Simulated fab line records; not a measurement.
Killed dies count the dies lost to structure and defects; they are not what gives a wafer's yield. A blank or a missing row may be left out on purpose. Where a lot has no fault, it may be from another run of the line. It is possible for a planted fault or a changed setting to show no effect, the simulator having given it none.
Which tool did it? -- flow sky130 -- 24 lots, 72 wafers sampled, at 2 steps of a route of 708

## WHAT THE GAUGES SHOWED, per wafer
SKY_FIELD_ISO_THK_MEAS_23.
lot,measured,on,FIELD_ISO_OXIDATION_01_THK (nm)
L074,day 2 08:35,filmMetro-04,10.24 10.07 10.37
L075,day 2 11:27,filmMetro-01,9.93 9.83 9.76
L076,day 2 17:32,filmMetro-04,9.75 9.65 9.59
L077,day 3 01:22,filmMetro-04,10.01 9.73 9.91
L078,day 3 06:34,filmMetro-01,9.77 9.81 9.70
L079,day 3 10:28,filmMetro-02,9.95 10.13 9.99
L080,day 3 15:59,filmMetro-04,9.89 9.72 9.80
L081,day 3 19:37,filmMetro-01,10.02 10.07 9.86
L082,day 3 23:29,filmMetro-01,9.84 10.07 10.03
L083,day 4 08:47,filmMetro-01,9.92 9.89 9.79
L084,day 4 11:30,filmMetro-02,9.95 9.93 9.82
L085,day 4 18:10,filmMetro-01,9.86 9.90 9.82
L086,day 4 20:52,filmMetro-01,9.99 9.78 9.97
L087,day 5 05:11,filmMetro-01,10.25 10.10 10.09
L088,day 5 10:47,filmMetro-02,9.77 9.79 9.79
L089,day 5 16:05,filmMetro-04,9.89 9.92 9.85
L090,day 5 17:47,filmMetro-04,9.77 9.69 9.63
L091,day 6 00:41,filmMetro-04,9.76 9.92 9.73
L092,day 6 07:11,filmMetro-04,10.12 10.05 9.98
L093,day 6 13:06,filmMetro-04,10.24 10.16 10.18
L094,day 6 17:49,filmMetro-02,10.01 9.89 9.92
L095,day 6 23:24,filmMetro-04,10.06 10.38 10.19
L096,day 7 01:34,filmMetro-02,10.00 10.13 10.13
L097,day 7 06:28,filmMetro-02,9.96 9.83 10.09

SKY_SONOS_ONO_THK_MEAS_05.
lot,measured,on,SONOS_ONO_CVD_04_THK (nm)
L074,day 11 17:00,filmMetro-04,5.66 5.63 5.49
L075,day 12 01:14,filmMetro-01,5.77 5.85 5.74
L076,day 12 10:33,filmMetro-04,5.71 5.78 5.88
L077,day 12 17:14,filmMetro-04,5.64 5.66 5.59
L078,day 13 06:22,filmMetro-02,5.58 5.56 5.58
L079,day 13 09:10,filmMetro-01,5.97 5.98 5.91
L080,day 13 19:46,filmMetro-04,5.75 5.85 5.83
L081,day 14 01:37,filmMetro-04,5.79 5.68 5.73
L082,day 14 06:36,filmMetro-04,5.51 5.61 5.64
L083,day 14 19:43,filmMetro-02,5.58 5.64 5.76
L084,day 15 02:59,filmMetro-01,5.78 5.75 5.63
L085,day 15 11:27,filmMetro-04,5.60 5.64 5.70
L086,day 15 21:31,filmMetro-02,5.66 5.69 5.65
L087,day 16 13:53,filmMetro-01,5.76 5.70 5.80
L088,day 16 16:43,filmMetro-02,5.70 5.79 5.79
L089,day 17 03:59,filmMetro-04,5.63 5.64 5.74
L090,day 17 03:59,filmMetro-02,5.62 5.75 5.65
L091,day 17 09:22,filmMetro-04,5.75 5.74 5.81
L092,day 17 18:51,filmMetro-04,5.73 5.81 5.83
L093,day 18 04:40,filmMetro-02,5.50 5.56 5.53
L094,day 18 09:31,filmMetro-02,5.83 5.97 5.97
L095,day 18 18:34,filmMetro-02,5.85 5.94 5.83
L096,day 19 00:15,filmMetro-04,5.73 5.87 5.83
L097,day 19 06:33,filmMetro-04,5.84 5.86 5.97

## TOOL THAT RAN EACH LOT (tool first, then ch and the chambers of the sampled wafers, then the start)
There is no process step in the record ahead of these readings.

## AS READ BY THE TOOLS THEMSELVES (means over the sampled wafers that have a number; for cases with no such wafer, the mark the record gives instead)
The record holds no such reading with a usual standard deviation.

## THE ANSWER, worked out from the rows above alone
Rule: usual is defined by the lots themselves. Put in order of their means at a reading, lots are off if they are a third of the lots or fewer, leave a main group of 4 or more, and stand apart from it by a gap of 3 or more times the standard deviation of the main group's means; of several such gaps the widest counts. A main group is skipped when, at the precision printed for the reading in the tables above, its means are all equal. Also off: a lot with no number at a reading for which 4 or more lots have one. Where the step has rows for the other lots, those lots are counted as sound. The gauges are gone through in route order, then the tools' own readings, and for those a lot's mean is taken as printed above. At the first step where some lot is off, the reading lying furthest off is the one used; lots without a number count as furthest.
None of the lots is off at any reading shown; this tells nothing.

## WHAT THE SIMULATOR PUT IN
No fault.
